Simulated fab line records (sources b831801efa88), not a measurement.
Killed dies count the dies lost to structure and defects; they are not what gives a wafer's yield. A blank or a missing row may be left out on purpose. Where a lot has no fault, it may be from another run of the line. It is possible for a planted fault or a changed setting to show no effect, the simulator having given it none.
Chamber matching || flow gf180mcu || GF_STI_ETCH_14 on rie_si-01: 4 sister chambers
The step etches Si in HBr/Cl2/O2, target depth 360 nm, time 102.9 s. 14 wafers are shown with their chamber, then 7 later ones without.

== EACH WAFER AND ITS CHAMBER ==
{"wafer": "L197.1", "chamber": 3, "drypump_motor_current_A (A)": 5.1, "oes_product_au (a.u.)": 1.005, "rf_fwd_power_W (W)": 597.1}
{"wafer": "L197.3", "chamber": 1, "drypump_motor_current_A (A)": 5.0, "oes_product_au (a.u.)": 1.031, "rf_fwd_power_W (W)": 593.6}
{"wafer": "L197.6", "chamber": 0, "drypump_motor_current_A (A)": 5.9, "oes_product_au (a.u.)": 1.002, "rf_fwd_power_W (W)": 596.8}
{"wafer": "L198.4", "chamber": 1, "drypump_motor_current_A (A)": 5.0, "oes_product_au (a.u.)": 1.006, "rf_fwd_power_W (W)": 594.8}
{"wafer": "L198.5", "chamber": 3, "drypump_motor_current_A (A)": 5.2, "oes_product_au (a.u.)": 0.994, "rf_fwd_power_W (W)": 597.8}
{"wafer": "L198.6", "chamber": 2, "drypump_motor_current_A (A)": 6.7, "oes_product_au (a.u.)": 0.986, "rf_fwd_power_W (W)": 594.1}
{"wafer": "L199.1", "chamber": 0, "drypump_motor_current_A (A)": 5.9, "oes_product_au (a.u.)": 1.000, "rf_fwd_power_W (W)": 598.2}
{"wafer": "L199.3", "chamber": 3, "drypump_motor_current_A (A)": 5.2, "oes_product_au (a.u.)": 0.997, "rf_fwd_power_W (W)": 596.6}
{"wafer": "L199.4", "chamber": 1, "drypump_motor_current_A (A)": 5.0, "oes_product_au (a.u.)": 1.030, "rf_fwd_power_W (W)": 595.7}
{"wafer": "L201.1", "chamber": 2, "drypump_motor_current_A (A)": 6.7, "oes_product_au (a.u.)": 0.996, "rf_fwd_power_W (W)": 594.7}
{"wafer": "L201.2", "chamber": 0, "drypump_motor_current_A (A)": 5.9, "oes_product_au (a.u.)": 1.007, "rf_fwd_power_W (W)": 599.3}
{"wafer": "L201.4", "chamber": 1, "drypump_motor_current_A (A)": 5.0, "oes_product_au (a.u.)": 1.024, "rf_fwd_power_W (W)": 600.0}
{"wafer": "L216.1", "chamber": 2, "drypump_motor_current_A (A)": 6.7, "oes_product_au (a.u.)": 0.991, "rf_fwd_power_W (W)": 594.3}
{"wafer": "L216.2", "chamber": 3, "drypump_motor_current_A (A)": 5.1, "oes_product_au (a.u.)": 1.007, "rf_fwd_power_W (W)": 597.0}

SIGNATURES (averages over the wafers above)
{"reading": "drypump_motor_current_A", "chamber 0": 5.900, "chamber 1": 5.000, "chamber 2": 6.700, "chamber 3": 5.150, "scatter within a chamber": 0.0316}
{"reading": "oes_product_au", "chamber 0": 1.00300, "chamber 1": 1.02275, "chamber 2": 0.99100, "chamber 3": 1.00075, "scatter within a chamber": 0.00772}
{"reading": "rf_fwd_power_W", "chamber 0": 598.100, "chamber 1": 596.025, "chamber 2": 594.367, "chamber 3": 597.125, "scatter within a chamber": 1.65}
Rule: for a wafer and a chamber, the distance is found by dividing, reading by reading, the gap between the wafer's reading and the chamber's mean by the reading's scatter, squaring, summing and taking the root. If the next closest chamber is less than 2 further off than the closest, the wafer can't be placed; otherwise it belongs to the closest. The scatter: the root of (the sum of the squares of (reading less its chamber's mean) over the shown wafers, divided by (wafers less chambers)).

== WAFERS WHOSE CHAMBER IS MISSING ==
{"wafer": "L216.4", "drypump_motor_current_A (A)": 5.0, "oes_product_au (a.u.)": 1.031, "rf_fwd_power_W (W)": 594.1}
{"wafer": "L218.2", "drypump_motor_current_A (A)": 5.0, "oes_product_au (a.u.)": 1.030, "rf_fwd_power_W (W)": 595.3}
{"wafer": "L218.4", "drypump_motor_current_A (A)": 5.9, "oes_product_au (a.u.)": 0.981, "rf_fwd_power_W (W)": 598.7}
{"wafer": "L218.5", "drypump_motor_current_A (A)": 5.0, "oes_product_au (a.u.)": 1.025, "rf_fwd_power_W (W)": 595.7}
{"wafer": "L219.1", "drypump_motor_current_A (A)": 5.2, "oes_product_au (a.u.)": 1.001, "rf_fwd_power_W (W)": 593.1}
{"wafer": "L219.2", "drypump_motor_current_A (A)": 6.7, "oes_product_au (a.u.)": 0.982, "rf_fwd_power_W (W)": 597.2}
{"wafer": "L219.6", "drypump_motor_current_A (A)": 5.2, "oes_product_au (a.u.)": 1.003, "rf_fwd_power_W (W)": 594.1}

== WHICH CHAMBER EACH WENT THROUGH ==
{"wafer": "L216.4", "from the rows above": 1, "in truth": 1}
{"wafer": "L218.2", "from the rows above": 1, "in truth": 1}
{"wafer": "L218.4", "from the rows above": 0, "in truth": 0}
{"wafer": "L218.5", "from the rows above": 1, "in truth": 1}
{"wafer": "L219.1", "from the rows above": 3, "in truth": 3}
{"wafer": "L219.2", "from the rows above": 2, "in truth": 2}
{"wafer": "L219.6", "from the rows above": 3, "in truth": 3}
7 of 7 placed correctly. Number that these rows cannot place: 0. Wrongly placed: 0.
